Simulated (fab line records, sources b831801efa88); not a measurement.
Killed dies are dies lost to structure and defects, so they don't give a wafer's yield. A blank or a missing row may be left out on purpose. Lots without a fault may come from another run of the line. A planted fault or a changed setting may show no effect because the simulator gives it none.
A struck lot beside a sound one | flow gf180mcu | 16 steps out of a route of 602
Sound: wafers L456.1, L456.3, L456.4. Struck: wafers L464.2, L464.4, L464.5. The cause comes at the end.
At each step with rows: each side's tool, then ch and its chambers, then its first start. Under that, the readings that differ: sound wafers | struck wafers | difference of the means | sigmas: that difference in standard deviations of wafers without a fault.
alike: readings whose means differ by less than 2 such deviations, and words and numbers that are the same on both sides. not compared: withheld readings, readings that some wafer has no value for, bounds like >300 that may hide the same value, and numbers for which the record gives no deviation and whose values overlap.
The two part at a step that has a row with sigmas, a row that says differs or no value, or rows on one side only. Numbers that don't overlap but have no deviation are shown without sigmas and don't part them. A reading that every wafer of one side lacks parts them only if that side has two wafers or more.

first, 3 steps without rows for these wafers: GF_V1_EXPOSE_11 (exposes mask Via1, target cd 260 nm); GF_V1_PEB_12 (peb time 90 s); GF_V1_DEVELOP_13 (develop time 60 s).
GF_V1_CD_MEAS_14: target cd 260 nm.
  sound on cd_sem-02, day 20 03:40; struck on cd_sem-02, day 22 15:05
  alike: cd_nm
GF_V1_OVL_MEAS_15:
  sound on overlay-01, day 20 03:47; struck on overlay-01, day 22 15:11
  alike: V1_OVL
GF_V1_ETCH_16: etches BARC in N2/H2.
  sound on rie_diel-01 ch 0,1,2, day 20 03:49; struck on rie_diel-03 ch 1,2, day 22 15:13
  alike: drypump_motor_current_A, oes_product_au, throttle_valve_pct
GF_V1_ETCH_17: etches SiO2 in C4F8/O2/Ar, stops on TiN, target depth 630 nm.
  sound on rie_diel-01 ch 0,1,2; struck on rie_diel-03 ch 1,2
  alike: oes_product_au
GF_V1_STRIP_18: strips in O2/N2.
  sound on plasma_asher-02 ch 0,1, day 20 03:56; struck on plasma_asher-04 ch 0,1, day 22 15:20
  alike: drypump_motor_current_A, heater_power_w, oes_product_au
  not compared: rf_hours_counter_h
then, 2 steps without rows for these wafers: GF_V1_STRIP_19 (strips in post etch residue remover, time 1200 s); GF_V1_CLEAN_20 (cleans in DIW).
GF_V1_SPUTTER_21: material Ti, target thk 15 nm, time 80.02 s.
  sound on pvd_sputter-03, day 20 04:29; struck on pvd_sputter-02, day 22 15:53
  alike: throttle_valve_pct
GF_V1_SPUTTER_22: material TiN, target thk 10 nm, time 40 s.
  sound on pvd_sputter-03, day 20 04:32; struck on pvd_sputter-02, day 22 15:56
  alike: throttle_valve_pct
GF_V1_CVD_23: deposits W, target thk 350 nm, time 105.05 s.
  sound on cvd_w-01 ch 0,1, day 20 04:35; struck on cvd_w-01 ch 1, day 22 15:59
  no value came back on the struck wafers for chamber_pressure_Torr (Torr), heater_power_outer_w (W), heater_power_w (W); on the sound wafers chamber_pressure_Torr (Torr) reads 39.99 40.06 39.99
GF_V1_RS_MEAS_24: measures by four-point-probe.
  sound on film_metro-01, day 20 04:41; struck on film_metro-01, day 22 16:07
  reading          | sound             | struck               | difference | sigmas
  V1_W_RS (ohm/sq) | 0.327 0.334 0.332 | 43.511 43.376 43.830 | +43.241    | +99 or more
GF_V1_THK_MEAS_25: measures by xrf.
  sound on film_metro-01, day 20 04:49; struck on film_metro-01, day 22 16:13
  not compared: V1_W_THK
GF_V1_CMP_26: polishes, stops on SiO2, t overpolish 15 s, target thk 0 nm.
  sound on cmp-01 ch 1,2,3, day 20 04:52; struck on cmp-02 ch 0,1, day 22 16:19
  reading                | sound    | struck | difference | sigmas
  time_to_endpoint_s (s) | 83 83 77 | 3 5 4  | -77        | -15
  alike: motor_current_A

WHERE THEY PART
First at GF_V1_CVD_23; last, within this record, at GF_V1_CMP_26.

WHY: what the simulator had put in
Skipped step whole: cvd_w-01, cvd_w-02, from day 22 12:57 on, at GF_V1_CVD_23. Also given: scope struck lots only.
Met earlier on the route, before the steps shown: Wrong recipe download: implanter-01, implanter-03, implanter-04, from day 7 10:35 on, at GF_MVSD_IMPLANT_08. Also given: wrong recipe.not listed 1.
